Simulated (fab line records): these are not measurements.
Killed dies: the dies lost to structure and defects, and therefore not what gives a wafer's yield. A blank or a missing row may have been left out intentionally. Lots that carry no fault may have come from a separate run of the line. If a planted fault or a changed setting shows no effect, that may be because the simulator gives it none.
Which tool did it? / flow sfqLine / 45 wafers from 15 lots sampled at 6 of the route's 325 steps

== WHAT THE GAUGES SHOWED, per wafer ==
SFQ_L0_RS_MEAS_901: measurement is done with a four-point probe.
lot=L890; measured=day 1 12:34; on=filmMetro-03; L0_MONX_KI_RS (ohm/sq)=44.0 44.0 43.7
lot=L891; measured=day 1 17:34; on=filmMetro-04; L0_MONX_KI_RS (ohm/sq)=43.5 43.1 43.6
lot=L892; measured=day 1 22:35; on=filmMetro-02; L0_MONX_KI_RS (ohm/sq)=42.3 42.8 42.8
lot=L893; measured=day 2 03:34; on=filmMetro-04; L0_MONX_KI_RS (ohm/sq)=44.2 42.4 43.5
lot=L894; measured=day 2 08:52; on=filmMetro-04; L0_MONX_KI_RS (ohm/sq)=22.0 22.0 21.9
lot=L895; measured=day 2 13:37; on=filmMetro-04; L0_MONX_KI_RS (ohm/sq)=43.2 44.0 43.7
lot=L896; measured=day 2 18:48; on=filmMetro-03; L0_MONX_KI_RS (ohm/sq)=22.0 21.9 21.9
lot=L898; measured=day 3 04:36; on=filmMetro-03; L0_MONX_KI_RS (ohm/sq)=43.2 43.7 43.1
lot=L904; measured=day 4 10:48; on=filmMetro-02; L0_MONX_KI_RS (ohm/sq)=22.1 21.9 22.1
lot=L906; measured=day 4 20:34; on=filmMetro-03; L0_MONX_KI_RS (ohm/sq)=43.6 43.3 43.7
lot=L907; measured=day 5 01:36; on=filmMetro-02; L0_MONX_KI_RS (ohm/sq)=43.1 43.0 44.0
lot=L909; measured=day 5 11:35; on=filmMetro-04; L0_MONX_KI_RS (ohm/sq)=44.6 43.8 43.6
lot=L910; measured=day 5 16:35; on=filmMetro-02; L0_MONX_KI_RS (ohm/sq)=42.8 43.6 43.9
lot=L911; measured=day 5 21:34; on=filmMetro-04; L0_MONX_KI_RS (ohm/sq)=44.2 43.3 43.7
lot=L913; measured=day 6 07:34; on=filmMetro-02; L0_MONX_KI_RS (ohm/sq)=44.5 43.5 44.0

SFQ_L0_THK_MEAS_902: measures by xrf.
lot=L890; measured=day 1 12:41; on=filmMetro-03; L0_MONX_KI_THK (nm)=40.8 40.7 40.7
lot=L891; measured=day 1 17:41; on=filmMetro-04; L0_MONX_KI_THK (nm)=41.3 41.3 40.8
lot=L892; measured=day 1 22:41; on=filmMetro-02; L0_MONX_KI_THK (nm)=42.5 41.9 41.8
lot=L893; measured=day 2 03:41; on=filmMetro-04; L0_MONX_KI_THK (nm)=40.1 41.7 40.9
lot=L894; measured=day 2 08:57; on=filmMetro-04; L0_MONX_KI_THK (nm)=80.5 81.0 80.7
lot=L895; measured=day 2 13:43; on=filmMetro-04; L0_MONX_KI_THK (nm)=40.9 40.7 40.6
lot=L896; measured=day 2 18:55; on=filmMetro-03; L0_MONX_KI_THK (nm)=81.7 81.5 81.4
lot=L898; measured=day 3 04:42; on=filmMetro-03; L0_MONX_KI_THK (nm)=41.3 40.7 41.4
lot=L904; measured=day 4 10:55; on=filmMetro-02; L0_MONX_KI_THK (nm)=81.6 82.4 81.7
lot=L906; measured=day 4 20:41; on=filmMetro-03; L0_MONX_KI_THK (nm)=40.7 41.1 40.9
lot=L907; measured=day 5 01:42; on=filmMetro-02; L0_MONX_KI_THK (nm)=41.4 41.6 40.7
lot=L909; measured=day 5 11:41; on=filmMetro-04; L0_MONX_KI_THK (nm)=40.1 40.6 41.0
lot=L910; measured=day 5 16:41; on=filmMetro-02; L0_MONX_KI_THK (nm)=41.8 40.9 40.7
lot=L911; measured=day 5 21:41; on=filmMetro-04; L0_MONX_KI_THK (nm)=40.5 41.1 40.5
lot=L913; measured=day 6 07:41; on=filmMetro-02; L0_MONX_KI_THK (nm)=40.2 41.4 41.0

SFQ_I3_BOW_MEAS_922.
lot=L890; measured=day 28 08:17; on=filmMetro-02; I3_BOW (um)=0 11 6
lot=L891; measured=day 28 11:55; on=filmMetro-02; I3_BOW (um)=23 23 19
lot=L892; measured=day 28 23:56; on=filmMetro-03; I3_BOW (um)=8 11 20
lot=L893; measured=day 29 13:19; on=filmMetro-04; I3_BOW (um)=-3 -2 -7
lot=L894; measured=day 30 08:20; on=filmMetro-02; I3_BOW (um)=8 0 2
lot=L895; measured=day 30 14:19; on=filmMetro-02; I3_BOW (um)=6 7 1
lot=L896; measured=day 31 05:17; on=filmMetro-02; I3_BOW (um)=8 4 5
lot=L898; measured=day 31 22:22; on=filmMetro-03; I3_BOW (um)=15 14 9
lot=L904; measured=day 34 06:17; on=filmMetro-03; I3_BOW (um)=-4 -9 -17
lot=L906; measured=day 34 18:09; on=filmMetro-03; I3_BOW (um)=8 16 4
lot=L907; measured=day 35 03:33; on=filmMetro-04; I3_BOW (um)=18 13 13
lot=L909; measured=day 36 00:32; on=filmMetro-02; I3_BOW (um)=9 2 12
lot=L910; measured=day 36 09:10; on=filmMetro-02; I3_BOW (um)=-1 -2 19
lot=L911; measured=day 36 12:31; on=filmMetro-03; I3_BOW (um)=5 2 -4
lot=L913; measured=day 37 01:53; on=filmMetro-04; I3_BOW (um)=24 11 10

== WHICH TOOL RAN EACH LOT (tool, then ch and the chambers of the sampled wafers, then the start) ==
lot=L890; SFQ_TRILAYER_L0_DEP_SPUTTER_003=pvdSputter-06, day 1 12:29; SFQ_TRILAYER_L0_BARC_OPEN_METAL_ETCH_010=rieMetal-01 ch 0,1, day 3 13:19; SFQ_TRILAYER_L0_ETCH_METAL_ETCH_008=rieMetal-01 ch 0,1, day 3 13:23
lot=L891; SFQ_TRILAYER_L0_DEP_SPUTTER_003=pvdSputter-04, day 1 17:29; SFQ_TRILAYER_L0_BARC_OPEN_METAL_ETCH_010=rieMetal-01 ch 0,1, day 3 19:19; SFQ_TRILAYER_L0_ETCH_METAL_ETCH_008=rieMetal-01 ch 0,1, day 3 19:23
lot=L892; SFQ_TRILAYER_L0_DEP_SPUTTER_003=pvdSputter-06, day 1 22:29; SFQ_TRILAYER_L0_BARC_OPEN_METAL_ETCH_010=rieMetal-03 ch 0,1, day 4 00:13; SFQ_TRILAYER_L0_ETCH_METAL_ETCH_008=rieMetal-03 ch 0,1, day 4 00:17
lot=L893; SFQ_TRILAYER_L0_DEP_SPUTTER_003=pvdSputter-05, day 2 03:29; SFQ_TRILAYER_L0_BARC_OPEN_METAL_ETCH_010=rieMetal-01 ch 0,1, day 4 05:01; SFQ_TRILAYER_L0_ETCH_METAL_ETCH_008=rieMetal-01 ch 0,1, day 4 05:05
lot=L894; SFQ_TRILAYER_L0_DEP_SPUTTER_003=pvdSputter-04, day 2 08:29; SFQ_TRILAYER_L0_BARC_OPEN_METAL_ETCH_010=rieMetal-04 ch 0,1, day 4 12:14; SFQ_TRILAYER_L0_ETCH_METAL_ETCH_008=rieMetal-04 ch 0,1, day 4 12:18
lot=L895; SFQ_TRILAYER_L0_DEP_SPUTTER_003=pvdSputter-04, day 2 13:29; SFQ_TRILAYER_L0_BARC_OPEN_METAL_ETCH_010=rieMetal-03 ch 0,1, day 4 19:26; SFQ_TRILAYER_L0_ETCH_METAL_ETCH_008=rieMetal-03 ch 0,1, day 4 19:30
lot=L896; SFQ_TRILAYER_L0_DEP_SPUTTER_003=pvdSputter-06, day 2 18:29; SFQ_TRILAYER_L0_BARC_OPEN_METAL_ETCH_010=rieMetal-01 ch 1, day 5 01:13; SFQ_TRILAYER_L0_ETCH_METAL_ETCH_008=rieMetal-01 ch 1, day 5 01:20
lot=L898; SFQ_TRILAYER_L0_DEP_SPUTTER_003=pvdSputter-05, day 3 04:29; SFQ_TRILAYER_L0_BARC_OPEN_METAL_ETCH_010=rieMetal-04 ch 0,1, day 5 15:13; SFQ_TRILAYER_L0_ETCH_METAL_ETCH_008=rieMetal-04 ch 0,1, day 5 15:16
lot=L904; SFQ_TRILAYER_L0_DEP_SPUTTER_003=pvdSputter-04, day 4 10:29; SFQ_TRILAYER_L0_BARC_OPEN_METAL_ETCH_010=rieMetal-03 ch 0,1, day 6 23:36; SFQ_TRILAYER_L0_ETCH_METAL_ETCH_008=rieMetal-03 ch 0,1, day 6 23:40
lot=L906; SFQ_TRILAYER_L0_DEP_SPUTTER_003=pvdSputter-06, day 4 20:29; SFQ_TRILAYER_L0_BARC_OPEN_METAL_ETCH_010=rieMetal-03 ch 0,1, day 7 10:24; SFQ_TRILAYER_L0_ETCH_METAL_ETCH_008=rieMetal-03 ch 0,1, day 7 10:28
lot=L907; SFQ_TRILAYER_L0_DEP_SPUTTER_003=pvdSputter-06, day 5 01:29; SFQ_TRILAYER_L0_BARC_OPEN_METAL_ETCH_010=rieMetal-01 ch 0,1, day 7 18:22; SFQ_TRILAYER_L0_ETCH_METAL_ETCH_008=rieMetal-01 ch 0,1, day 7 18:25
lot=L909; SFQ_TRILAYER_L0_DEP_SPUTTER_003=pvdSputter-04, day 5 11:29; SFQ_TRILAYER_L0_BARC_OPEN_METAL_ETCH_010=rieMetal-03 ch 0,1, day 8 02:45; SFQ_TRILAYER_L0_ETCH_METAL_ETCH_008=rieMetal-03 ch 0,1, day 8 02:49
lot=L910; SFQ_TRILAYER_L0_DEP_SPUTTER_003=pvdSputter-05, day 5 16:29; SFQ_TRILAYER_L0_BARC_OPEN_METAL_ETCH_010=rieMetal-03 ch 1, day 8 07:34; SFQ_TRILAYER_L0_ETCH_METAL_ETCH_008=rieMetal-03 ch 1, day 8 07:41
lot=L911; SFQ_TRILAYER_L0_DEP_SPUTTER_003=pvdSputter-05, day 5 21:29; SFQ_TRILAYER_L0_BARC_OPEN_METAL_ETCH_010=rieMetal-01 ch 0,1, day 8 14:45; SFQ_TRILAYER_L0_ETCH_METAL_ETCH_008=rieMetal-01 ch 0,1, day 8 14:49
lot=L913; SFQ_TRILAYER_L0_DEP_SPUTTER_003=pvdSputter-05, day 6 07:29; SFQ_TRILAYER_L0_BARC_OPEN_METAL_ETCH_010=rieMetal-01 ch 0,1, day 8 23:09; SFQ_TRILAYER_L0_ETCH_METAL_ETCH_008=rieMetal-01 ch 0,1, day 8 23:13
- SFQ_TRILAYER_L0_DEP_SPUTTER_003: material MoNx KI, target thk 40 nm, time 100 s.
- SFQ_TRILAYER_L0_BARC_OPEN_METAL_ETCH_010: etches BARC in O2, target depth 125 nm, time 41.7 s.
- SFQ_TRILAYER_L0_ETCH_METAL_ETCH_008: etches MoNx KI in SF6/O2, stops on SiO2, target depth 50 nm, time 25 s.

== WHAT THE TOOLS THEMSELVES READ (means of the sampled wafers that have a number; where no wafer has one, the mark that the record gives instead) ==
SFQ_TRILAYER_L0_DEP_SPUTTER_003.
lot=L890; tool=pvdSputter-06; throttleValvePct (%)=29.2
lot=L891; tool=pvdSputter-04; throttleValvePct (%)=30.9
lot=L892; tool=pvdSputter-06; throttleValvePct (%)=29.2
lot=L893; tool=pvdSputter-05; throttleValvePct (%)=30.8
lot=L894; tool=pvdSputter-04; throttleValvePct (%)=30.6
lot=L895; tool=pvdSputter-04; throttleValvePct (%)=31.0
lot=L896; tool=pvdSputter-06; throttleValvePct (%)=28.6
lot=L898; tool=pvdSputter-05; throttleValvePct (%)=31.2
lot=L904; tool=pvdSputter-04; throttleValvePct (%)=31.0
lot=L906; tool=pvdSputter-06; throttleValvePct (%)=28.6
lot=L907; tool=pvdSputter-06; throttleValvePct (%)=30.3
lot=L909; tool=pvdSputter-04; throttleValvePct (%)=31.0
lot=L910; tool=pvdSputter-05; throttleValvePct (%)=30.5
lot=L911; tool=pvdSputter-05; throttleValvePct (%)=31.1
lot=L913; tool=pvdSputter-05; throttleValvePct (%)=30.8

SFQ_TRILAYER_L0_BARC_OPEN_METAL_ETCH_010.
lot=L890; tool=rieMetal-01; drypumpMotorCurrentA (A)=5.09; oesProductAu (a.u.)=0.682
lot=L891; tool=rieMetal-01; drypumpMotorCurrentA (A)=5.11; oesProductAu (a.u.)=0.688
lot=L892; tool=rieMetal-03; drypumpMotorCurrentA (A)=5.33; oesProductAu (a.u.)=0.683
lot=L893; tool=rieMetal-01; drypumpMotorCurrentA (A)=5.13; oesProductAu (a.u.)=0.685
lot=L894; tool=rieMetal-04; drypumpMotorCurrentA (A)=4.99; oesProductAu (a.u.)=0.680
lot=L895; tool=rieMetal-03; drypumpMotorCurrentA (A)=5.33; oesProductAu (a.u.)=0.686
lot=L896; tool=rieMetal-01; drypumpMotorCurrentA (A)=5.16; oesProductAu (a.u.)=0.684
lot=L898; tool=rieMetal-04; drypumpMotorCurrentA (A)=5.00; oesProductAu (a.u.)=0.684
lot=L904; tool=rieMetal-03; drypumpMotorCurrentA (A)=5.37; oesProductAu (a.u.)=0.684
lot=L906; tool=rieMetal-03; drypumpMotorCurrentA (A)=5.34; oesProductAu (a.u.)=0.681
lot=L907; tool=rieMetal-01; drypumpMotorCurrentA (A)=5.10; oesProductAu (a.u.)=0.689
lot=L909; tool=rieMetal-03; drypumpMotorCurrentA (A)=5.34; oesProductAu (a.u.)=0.686
lot=L910; tool=rieMetal-03; drypumpMotorCurrentA (A)=5.44; oesProductAu (a.u.)=0.683
lot=L911; tool=rieMetal-01; drypumpMotorCurrentA (A)=5.13; oesProductAu (a.u.)=0.689
lot=L913; tool=rieMetal-01; drypumpMotorCurrentA (A)=5.14; oesProductAu (a.u.)=0.682

SFQ_TRILAYER_L0_ETCH_METAL_ETCH_008.
lot=L890; tool=rieMetal-01; drypumpMotorCurrentA (A)=5.10; oesProductAu (a.u.)=0.871
lot=L891; tool=rieMetal-01; drypumpMotorCurrentA (A)=5.09; oesProductAu (a.u.)=0.877
lot=L892; tool=rieMetal-03; drypumpMotorCurrentA (A)=5.33; oesProductAu (a.u.)=0.884
lot=L893; tool=rieMetal-01; drypumpMotorCurrentA (A)=5.13; oesProductAu (a.u.)=0.872
lot=L894; tool=rieMetal-04; drypumpMotorCurrentA (A)=4.98; oesProductAu (a.u.)=1.010
lot=L895; tool=rieMetal-03; drypumpMotorCurrentA (A)=5.33; oesProductAu (a.u.)=0.870
lot=L896; tool=rieMetal-01; drypumpMotorCurrentA (A)=5.14; oesProductAu (a.u.)=1.022
lot=L898; tool=rieMetal-04; drypumpMotorCurrentA (A)=5.00; oesProductAu (a.u.)=0.871
lot=L904; tool=rieMetal-03; drypumpMotorCurrentA (A)=5.36; oesProductAu (a.u.)=1.004
lot=L906; tool=rieMetal-03; drypumpMotorCurrentA (A)=5.34; oesProductAu (a.u.)=0.872
lot=L907; tool=rieMetal-01; drypumpMotorCurrentA (A)=5.10; oesProductAu (a.u.)=0.877
lot=L909; tool=rieMetal-03; drypumpMotorCurrentA (A)=5.34; oesProductAu (a.u.)=0.862
lot=L910; tool=rieMetal-03; drypumpMotorCurrentA (A)=5.40; oesProductAu (a.u.)=0.870
lot=L911; tool=rieMetal-01; drypumpMotorCurrentA (A)=5.14; oesProductAu (a.u.)=0.867
lot=L913; tool=rieMetal-01; drypumpMotorCurrentA (A)=5.13; oesProductAu (a.u.)=0.869

== THE ANSWER, worked out from the rows above alone ==
Rule: the lots themselves supply what counts as usual. Put in order of their means at a reading, lots are off if they are a third of the lots or fewer, leave a main group of 4 or more, and stand apart from it by a gap of 3 or more times the standard deviation of the main group's means; of several such gaps the widest counts. A main group whose means are all the same, to the digits that the tables above print for the reading, isn't used. Also off: a lot with no number at a reading for which 4 or more lots have one. Where the step has rows for the other lots, those lots are counted as sound. The gauges are gone through in route order, then the tools' own readings, and for those a lot's mean is taken as printed above. At the first step where some lot is off, the reading lying furthest off is the one used; lots without a number count as furthest.
Off: L894, L896, L904, at SFQ_L0_RS_MEAS_901 (L0_MONX_KI_RS). The main group has a mean of 43.5 ohm/sq with a standard deviation of 0.36.
If a tool, at a process step before that reading, ran all the lots that are off and no sound lot after the first of them, it fits. Not tried: the gauges at SFQ_L0_RS_MEAS_901; whatever is off there is also off at SFQ_TRILAYER_L0_ETCH_METAL_ETCH_008, on other tools, and gauge error can't account for it. Of those tried, none fits.

== WHAT THE SIMULATOR HAD INSERTED ==
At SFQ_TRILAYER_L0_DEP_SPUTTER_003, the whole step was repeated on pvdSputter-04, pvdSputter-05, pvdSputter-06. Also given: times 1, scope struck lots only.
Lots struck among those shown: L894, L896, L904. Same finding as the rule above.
